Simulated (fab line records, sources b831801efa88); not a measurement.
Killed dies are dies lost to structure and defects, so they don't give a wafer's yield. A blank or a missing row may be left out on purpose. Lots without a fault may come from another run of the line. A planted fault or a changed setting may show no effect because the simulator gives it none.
Which tool did it? | flow sfq_line | 14 lots, 42 wafers sampled, at 6 steps of a route of 325

WHAT THE GAUGES READ, wafer by wafer
SFQ_M0_RS_MEAS_904: measures by four-point-probe. Usual: M0_NB_RS 0.891 ohm/sq, standard deviation 0.008.
lot  | measured     | on            | M0_NB_RS (ohm/sq)                   | flag
L712 | day 6 19:04  | film_metro-02 | 0.896 0.891 0.899                   |
L713 | day 7 01:52  | film_metro-02 | 0.896 0.893 0.892                   |
L717 | day 8 04:44  | film_metro-03 | 0.877 0.881 0.876                   |
L721 | day 9 01:09  | film_metro-01 | 0.884 1.018 0.890 0.884 1.018 0.891 | OFF
L723 | day 9 20:32  | film_metro-01 | 1.027 0.887 1.037 1.027 0.888 1.035 | OFF
L724 | day 9 22:55  | film_metro-02 | 0.891 0.885 0.892                   |
L727 | day 11 00:05 | film_metro-02 | 0.898 0.908 0.896                   |
L728 | day 11 04:55 | film_metro-02 | 0.876 0.882 0.878                   |
L729 | day 11 15:44 | film_metro-02 | 0.891 0.895 0.883                   |
L730 | day 12 00:05 | film_metro-03 | 0.904 0.904 0.903                   |
L731 | day 12 10:57 | film_metro-02 | 0.890 0.881 0.890                   |
L733 | day 13 02:07 | film_metro-01 | 0.890 0.881 0.896                   |
L734 | day 13 10:31 | film_metro-03 | 0.902 0.891 0.891                   |
L735 | day 13 17:43 | film_metro-02 | 0.883 0.881 0.891                   |

SFQ_M0_OVL_MEAS_906. Usual: M0_OVL 2 nm, standard deviation 6.
lot  | measured     | on         | M0_OVL (nm) | flag
L712 | day 10 07:28 | overlay-01 | 8 13 13     |
L713 | day 10 11:04 | overlay-01 | 4 -1 -2     |
L717 | day 11 21:52 | overlay-01 | -8 -10 -3   |
L721 | day 13 04:42 | overlay-01 | -9 -1 -9    |
L723 | day 13 20:19 | overlay-02 | -8 1 -6     |
L724 | day 13 22:42 | overlay-01 | 6 7 9       |
L727 | day 15 14:45 | overlay-02 | 1 17 8      |
L728 | day 15 19:33 | overlay-02 | -1 3 3      |
L729 | day 16 12:29 | overlay-01 | 5 0 2       |
L730 | day 16 23:24 | overlay-01 | 4 7 8       |
L731 | day 17 13:49 | overlay-02 | 13 9 9      |
L733 | day 18 17:14 | overlay-02 | -2 -4 -1    |
L734 | day 19 09:46 | overlay-01 | 4 2 4       |
L735 | day 19 18:10 | overlay-02 | -7 -5 3     |

SFQ_I0_OVL_MEAS_908. Usual: I0_OVL 3 nm, standard deviation 5.
lot  | measured     | on         | I0_OVL (nm) | flag
L712 | day 14 21:30 | overlay-02 | 6 5 6       |
L713 | day 15 02:44 | overlay-02 | 5 9 3       |
L717 | day 16 19:47 | overlay-02 | 8 7 12      |
L721 | day 19 08:34 | overlay-02 | 7 8 12      |
L723 | day 20 01:30 | overlay-01 | -4 1 -1     |
L724 | day 20 04:26 | overlay-01 | 1 -8 -5     |
L727 | day 22 03:48 | overlay-01 | 1 1 1       |
L728 | day 22 10:26 | overlay-02 | 3 3 0       |
L729 | day 23 07:31 | overlay-01 | 5 0 1       |
L730 | day 23 19:30 | overlay-01 | -5 1 -4     |
L731 | day 24 15:55 | overlay-02 | 10 8 6      |
L733 | day 25 15:21 | overlay-01 | -4 4 1      |
L734 | day 26 03:29 | overlay-02 | 5 -1 5      |
L735 | day 26 19:25 | overlay-02 | 13 12 4     |

SFQ_M2_OVL_MEAS_916. Usual: M2_OVL 3 nm, standard deviation 5.6.
lot  | measured     | on         | M2_OVL (nm) | flag
L712 | day 28 05:02 | overlay-02 | 3 -5 -2     |
L713 | day 28 08:38 | overlay-01 | 3 2 1       |
L717 | day 35 17:16 | overlay-02 | -1 -2 4     |
L721 | day 37 23:38 | overlay-02 | 10 4 11     |
L723 | day 38 06:51 | overlay-02 | -3 -3 -2    |
L724 | day 38 09:14 | overlay-02 | 11 10 15    |
L727 | day 38 18:50 | overlay-02 | 1 0 -5      |
L728 | day 39 00:51 | overlay-01 | 7 8 11      |
L729 | day 39 03:15 | overlay-01 | 8 11 3      |
L730 | day 39 05:38 | overlay-01 | 3 -2 -3     |
L731 | day 39 08:03 | overlay-01 | 9 5 3       |
L733 | day 39 11:38 | overlay-02 | -8 0 3      |
L734 | day 39 14:02 | overlay-02 | -4 -1 -3    |
L735 | day 39 15:14 | overlay-01 | -1 0 1      |

WHICH TOOL RAN EACH LOT (tool, then ch and the chambers of the sampled wafers, then the start)
lot  | SFQ_TRILAYER_M0_DEP_SPUTTER_019 | SFQ_TRILAYER_M0_ETCH_METAL_ETCH_024
L712 | pvd_sputter-04, day 6 17:58     | rie_metal-02 ch 0,1, day 10 07:34
L713 | pvd_sputter-05, day 7 01:47     | rie_metal-03 ch 0,1, day 10 11:10
L717 | pvd_sputter-05, day 8 04:38     | rie_metal-02 ch 0,1, day 11 21:58
L721 | pvd_sputter-06, day 9 01:02     | rie_metal-02 ch 0,1, day 13 04:47
L723 | pvd_sputter-06, day 9 20:24     | rie_metal-03 ch 1, day 13 20:32
L724 | pvd_sputter-05, day 9 22:48     | rie_metal-02 ch 0,1, day 13 22:47
L727 | pvd_sputter-04, day 10 23:59    | rie_metal-04 ch 0,1, day 15 14:50
L728 | pvd_sputter-05, day 11 04:47    | rie_metal-04 ch 0,1, day 15 19:41
L729 | pvd_sputter-05, day 11 15:35    | rie_metal-04 ch 0,1, day 16 12:36
L730 | pvd_sputter-04, day 11 23:59    | rie_metal-02 ch 0,1, day 16 23:29
L731 | pvd_sputter-05, day 12 10:50    | rie_metal-03 ch 0,1, day 17 13:56
L733 | pvd_sputter-05, day 13 02:01    | rie_metal-04 ch 0,1, day 18 17:20
L734 | pvd_sputter-04, day 13 10:25    | rie_metal-04 ch 0,1, day 19 09:52
L735 | pvd_sputter-04, day 13 17:37    | rie_metal-04 ch 1, day 19 18:19
- SFQ_TRILAYER_M0_DEP_SPUTTER_019: material Nb, target thk 200 nm, time 133.3 s.
- SFQ_TRILAYER_M0_ETCH_METAL_ETCH_024: etches Nb in Cl2/Ar, stops on SiO2, target depth 240 nm, time 120 s.

WHAT THE TOOLS THEMSELVES READ (means of the sampled wafers that have a number; where no wafer has one, the mark that the record gives instead)
SFQ_TRILAYER_M0_DEP_SPUTTER_019. Usual: throttle_valve_pct 29.9 %, standard deviation 0.9.
lot  | tool           | throttle_valve_pct (%) | flag
L712 | pvd_sputter-04 | 30.0                   |
L713 | pvd_sputter-05 | 29.9                   |
L717 | pvd_sputter-05 | 30.0                   |
L721 | pvd_sputter-06 | 29.5                   |
L723 | pvd_sputter-06 | 30.3                   |
L724 | pvd_sputter-05 | 30.1                   |
L727 | pvd_sputter-04 | 29.2                   |
L728 | pvd_sputter-05 | 30.1                   |
L729 | pvd_sputter-05 | 30.0                   |
L730 | pvd_sputter-04 | 29.8                   |
L731 | pvd_sputter-05 | 30.3                   |
L733 | pvd_sputter-05 | 30.6                   |
L734 | pvd_sputter-04 | 30.7                   |
L735 | pvd_sputter-04 | 29.4                   |

SFQ_TRILAYER_M0_ETCH_METAL_ETCH_024. Usual: chamber_pressure_mTorr 10.000 mTorr, standard deviation 0.0082; drypump_motor_current_A 6.2 A, standard deviation 0.45; oes_product_au 0.893 a.u., standard deviation 0.0063.
lot  | tool         | chamber_pressure_mTorr (mTorr) | drypump_motor_current_A (A) | oes_product_au (a.u.) | flag
L712 | rie_metal-02 | 9.996                          | 6.7                         | 0.893                 |
L713 | rie_metal-03 | 10.002                         | 6.0                         | 0.887                 |
L717 | rie_metal-02 | 9.999                          | 6.5                         | 0.901                 |
L721 | rie_metal-02 | 9.999                          | 6.7                         | 0.868                 | OFF
L723 | rie_metal-03 | 9.996                          | 6.3                         | 0.846                 | OFF
L724 | rie_metal-02 | 10.001                         | 6.5                         | 0.891                 |
L727 | rie_metal-04 | 10.001                         | 5.8                         | 0.894                 |
L728 | rie_metal-04 | 9.998                          | 5.9                         | 0.901                 |
L729 | rie_metal-04 | 9.996                          | 5.8                         | 0.899                 |
L730 | rie_metal-02 | 9.996                          | 6.5                         | 0.884                 |
L731 | rie_metal-03 | 10.001                         | 5.7                         | 0.902                 |
L733 | rie_metal-04 | 10.011                         | 5.9                         | 0.891                 |
L734 | rie_metal-04 | 10.002                         | 6.1                         | 0.893                 |
L735 | rie_metal-04 | 10.001                         | 6.2                         | 0.896                 |

THE ANSWER, worked out from the rows above alone
Rule: a lot is off if the mean of its wafers that have a number lies more than 3 standard deviations from the usual mean. A lot without any number at a reading at which 4 lots or more have one is off too. The other lots that the step has rows for count as sound. The gauges are gone through in route order, then the tools' own readings, and for those a lot's mean is taken as printed above. The first step at which some lot is off is used, and at that step the reading that is off furthest; a lot without a number counts as furthest.
Off: L721, L723, at SFQ_M0_RS_MEAS_904 (M0_NB_RS).
A tool fits if, at a process step before that reading, it ran every lot that is off, and no sound lot after the first of them. The gauges at SFQ_M0_RS_MEAS_904 aren't tried: what is off there is off at SFQ_TRILAYER_M0_ETCH_METAL_ETCH_024 too, on other tools, and a gauge's error can't cause that. One fits: pvd_sputter-06 at SFQ_TRILAYER_M0_DEP_SPUTTER_019. It ran no sound lot before its first lot that is off in this sample, so the start can't be narrowed down.

WHAT THE SIMULATOR HAD PUT IN
Process parameter drift: pvd_sputter-06, from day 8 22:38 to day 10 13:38, at SFQ_TRILAYER_M0_DEP_SPUTTER_019. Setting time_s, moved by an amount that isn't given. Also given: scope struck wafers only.
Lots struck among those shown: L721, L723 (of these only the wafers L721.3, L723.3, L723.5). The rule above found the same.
